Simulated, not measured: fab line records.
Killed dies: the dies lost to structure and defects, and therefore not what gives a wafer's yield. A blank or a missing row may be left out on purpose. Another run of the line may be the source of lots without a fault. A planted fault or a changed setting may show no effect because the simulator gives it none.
Which tool is to blame? :: flow sky130 :: Sampling: 13 lots, 38 wafers, 5 of 708 route steps

== WHAT EACH GAUGE READ, for each wafer ==
SKY_VT_ADJUST_HVTP_TW_MEAS_11.
lot: L979
measured: day 6 02:41
on: film metro-02
VT_ADJUST_HVTP_TW: 1364 1362 1356

lot: L981
measured: day 6 12:32
on: film metro-04
VT_ADJUST_HVTP_TW: 1366 1369 1369

lot: L982
measured: day 6 15:56
on: film metro-01
VT_ADJUST_HVTP_TW: 1371 1380 1362

lot: L983
measured: day 7 00:54
on: film metro-04
VT_ADJUST_HVTP_TW: 1359 1359 1363

lot: L984
measured: day 7 09:14
on: film metro-02
VT_ADJUST_HVTP_TW: 1356 1351 1346

lot: L985
measured: day 7 15:11
on: film metro-04
VT_ADJUST_HVTP_TW: 1364 1358 1365

lot: L986
measured: day 8 00:11
on: film metro-02
VT_ADJUST_HVTP_TW: 1356 1361 1358

lot: L989
measured: day 8 13:43
on: film metro-04
VT_ADJUST_HVTP_TW: 1366 1362 1367

lot: L991
measured: day 9 07:43
on: film metro-04
VT_ADJUST_HVTP_TW: 1371 1366 1364

lot: L992
measured: day 9 11:19
on: film metro-02
VT_ADJUST_HVTP_TW: 1362 1355 1354

lot: L993
measured: day 9 21:00
on: film metro-01
VT_ADJUST_HVTP_TW: 1362 1363

lot: L994
measured: day 10 04:53
on: film metro-04
VT_ADJUST_HVTP_TW: 1370 1369 1361

lot: L995
measured: day 10 09:38
on: film metro-04
VT_ADJUST_HVTP_TW: 1371 1372 1366

SKY_VT_ADJUST_NCORE_CD_MEAS_07 targets a cd of 380 nm.
lot: L979
measured: day 8 14:01
on: cd sem-02
cd nm (nm): 380.7 381.0 379.8

lot: L981
measured: day 9 01:10
on: cd sem-02
cd nm (nm): 375.9 377.7 375.0

lot: L982
measured: day 9 04:44
on: cd sem-01
cd nm (nm): 378.6 379.1 378.4

lot: L983
measured: day 9 15:22
on: cd sem-01
cd nm (nm): 377.8 377.5 378.1

lot: L984
measured: day 10 00:43
on: cd sem-01
cd nm (nm): 380.5 379.2 381.8

lot: L985
measured: day 10 07:43
on: cd sem-02
cd nm (nm): 380.1 380.4 378.5

lot: L986
measured: day 10 17:25
on: cd sem-01
cd nm (nm): 377.0 377.0 377.0

lot: L989
measured: day 11 08:07
on: cd sem-02
cd nm (nm): 374.1 373.0 372.9

lot: L991
measured: day 12 04:33
on: cd sem-01
cd nm (nm): 379.9 381.6 382.8

lot: L992
measured: day 12 10:07
on: cd sem-02
cd nm (nm): 382.8 380.7 382.4

lot: L993
measured: day 12 18:11
on: cd sem-02
cd nm (nm): 349.6 379.4 349.5 378.9

lot: L994
measured: day 13 02:47
on: cd sem-02
cd nm (nm): 350.6 380.0 379.5 351.3 379.6 379.2

lot: L995
measured: day 13 10:07
on: cd sem-02
cd nm (nm): 351.6 351.4 380.8 351.2 351.1 380.3

SKY_POLY_GATE_THK_MEAS_04.
lot: L979
measured: day 14 23:46
on: film metro-01
POLY_GATE_CVD_03_THK (nm): 74.6 74.3 74.6

lot: L981
measured: day 15 15:52
on: film metro-02
POLY_GATE_CVD_03_THK (nm): 75.4 75.8 75.5

lot: L982
measured: day 15 21:34
on: film metro-04
POLY_GATE_CVD_03_THK (nm): 74.4 75.4 74.8

lot: L983
measured: day 16 10:17
on: film metro-01
POLY_GATE_CVD_03_THK (nm): 74.2 74.1 74.3

lot: L984
measured: day 16 22:39
on: film metro-02
POLY_GATE_CVD_03_THK (nm): 74.2 74.9 74.8

lot: L985
measured: day 18 06:17
on: film metro-04
POLY_GATE_CVD_03_THK (nm): 74.4 74.0 74.2

lot: L986
measured: day 18 06:16
on: film metro-01
POLY_GATE_CVD_03_THK (nm): 75.8 75.2 75.8

lot: L989
measured: day 18 18:40
on: film metro-01
POLY_GATE_CVD_03_THK (nm): 74.7 74.8 74.2

lot: L991
measured: day 19 17:34
on: film metro-02
POLY_GATE_CVD_03_THK (nm): 74.5 75.5 74.7

lot: L992
measured: day 19 21:05
on: film metro-01
POLY_GATE_CVD_03_THK (nm): 74.6 75.2 75.4

lot: L993
measured: day 20 12:37
on: film metro-01
POLY_GATE_CVD_03_THK (nm): 75.1 75.8

lot: L994
measured: day 20 19:59
on: film metro-02
POLY_GATE_CVD_03_THK (nm): 74.7 74.6 75.0

lot: L995
measured: day 21 01:46
on: film metro-04
POLY_GATE_CVD_03_THK (nm): 75.5 75.0 74.2

SKY_LDD_P_OVL_MEAS_08.
lot: L979
measured: day 18 14:47
on: overlay-02
LDD_P_OVL (nm): 1.6 0.1 -0.1

lot: L981
measured: day 19 09:59
on: overlay-02
LDD_P_OVL (nm): 0.6 0.3 0.3

lot: L982
measured: day 19 18:07
on: overlay-01
LDD_P_OVL (nm): 0.5 0.7 0.3

lot: L983
measured: day 20 08:10
on: overlay-02
LDD_P_OVL (nm): -2.4 -1.1 -0.2

lot: L984
measured: day 20 20:42
on: overlay-01
LDD_P_OVL (nm): -1.0 -2.0 -2.9

lot: L985
measured: day 22 04:43
on: overlay-01
LDD_P_OVL (nm): -3.1 -2.1 0.3

lot: L986
measured: day 22 09:04
on: overlay-02
LDD_P_OVL (nm): 1.4 -0.5 0.0

lot: L989
measured: day 22 22:55
on: overlay-01
LDD_P_OVL (nm): -1.1 -1.5 -1.5

lot: L991
measured: day 23 17:58
on: overlay-02
LDD_P_OVL (nm): -0.8 0.4 -2.1

lot: L992
measured: day 23 18:56
on: overlay-01
LDD_P_OVL (nm): -0.2 -0.9 -2.8

lot: L993
measured: day 24 10:10
on: overlay-02
LDD_P_OVL (nm): -0.8 -1.1

lot: L994
measured: day 24 17:25
on: overlay-02
LDD_P_OVL (nm): 1.7 -0.8 0.7

lot: L995
measured: day 24 22:33
on: overlay-02
LDD_P_OVL (nm): -1.1 0.3 1.3

== WHICH TOOL RAN EACH LOT (tool, then ch and the chambers of the sampled wafers, then the start) ==
lot: L979
SKY_VT_ADJUST_NCORE_EXPOSE_04: iline stepper-02 ch 0, day 8 03:54

lot: L981
SKY_VT_ADJUST_NCORE_EXPOSE_04: iline stepper-02 ch 0, day 8 14:52

lot: L982
SKY_VT_ADJUST_NCORE_EXPOSE_04: iline stepper-02 ch 0, day 8 18:16

lot: L983
SKY_VT_ADJUST_NCORE_EXPOSE_04: iline stepper-01 ch 0, day 9 04:32

lot: L984
SKY_VT_ADJUST_NCORE_EXPOSE_04: iline stepper-02 ch 0, day 9 13:48

lot: L985
SKY_VT_ADJUST_NCORE_EXPOSE_04: iline stepper-01 ch 0, day 9 21:04

lot: L986
SKY_VT_ADJUST_NCORE_EXPOSE_04: iline stepper-01 ch 0, day 10 06:26

lot: L989
SKY_VT_ADJUST_NCORE_EXPOSE_04: iline stepper-02 ch 0, day 10 20:37

lot: L991
SKY_VT_ADJUST_NCORE_EXPOSE_04: iline stepper-02 ch 0, day 11 16:57

lot: L992
SKY_VT_ADJUST_NCORE_EXPOSE_04: iline stepper-01 ch 0, day 11 22:10

lot: L993
SKY_VT_ADJUST_NCORE_EXPOSE_04: iline stepper-01 ch 0, day 12 06:38

lot: L994
SKY_VT_ADJUST_NCORE_EXPOSE_04: iline stepper-01 ch 0, day 12 15:05

lot: L995
SKY_VT_ADJUST_NCORE_EXPOSE_04: iline stepper-01 ch 0, day 12 21:16
- SKY_VT_ADJUST_NCORE_EXPOSE_04: exposes mask LVTN COMPLEMENT THIN, target cd 380 nm.

== WHAT THE TOOLS THEMSELVES READ (means of the sampled wafers that have a number; where no wafer has one, the mark that the record gives instead) ==
The record holds no such reading with a usual standard deviation.

== THE ANSWER, worked out from the rows above alone ==
Rule: what is usual is taken from the lots themselves. The widest of any qualifying gaps counts: lots, ordered by their means at a reading, are off when they make up no more than a third of the lots, leave a main group of 4 or more, and stand apart from it by 3 or more times the standard deviation of that group's means. A main group whose means are all the same, to the digits that the tables above print for the reading, isn't used. Also off: a lot with no number at a reading for which 4 or more lots have one. All remaining lots with rows at the step are treated as sound. Order of review: gauges by route order, followed by the tools' own readings, for which a lot's mean as printed above is used. The first step at which some lot is off is used, and at that step the reading that is off furthest; a lot without a number counts as furthest.
Across all readings shown, no lot is off: no conclusion can be drawn from this.

== WHAT THE SIMULATOR PUT IN ==
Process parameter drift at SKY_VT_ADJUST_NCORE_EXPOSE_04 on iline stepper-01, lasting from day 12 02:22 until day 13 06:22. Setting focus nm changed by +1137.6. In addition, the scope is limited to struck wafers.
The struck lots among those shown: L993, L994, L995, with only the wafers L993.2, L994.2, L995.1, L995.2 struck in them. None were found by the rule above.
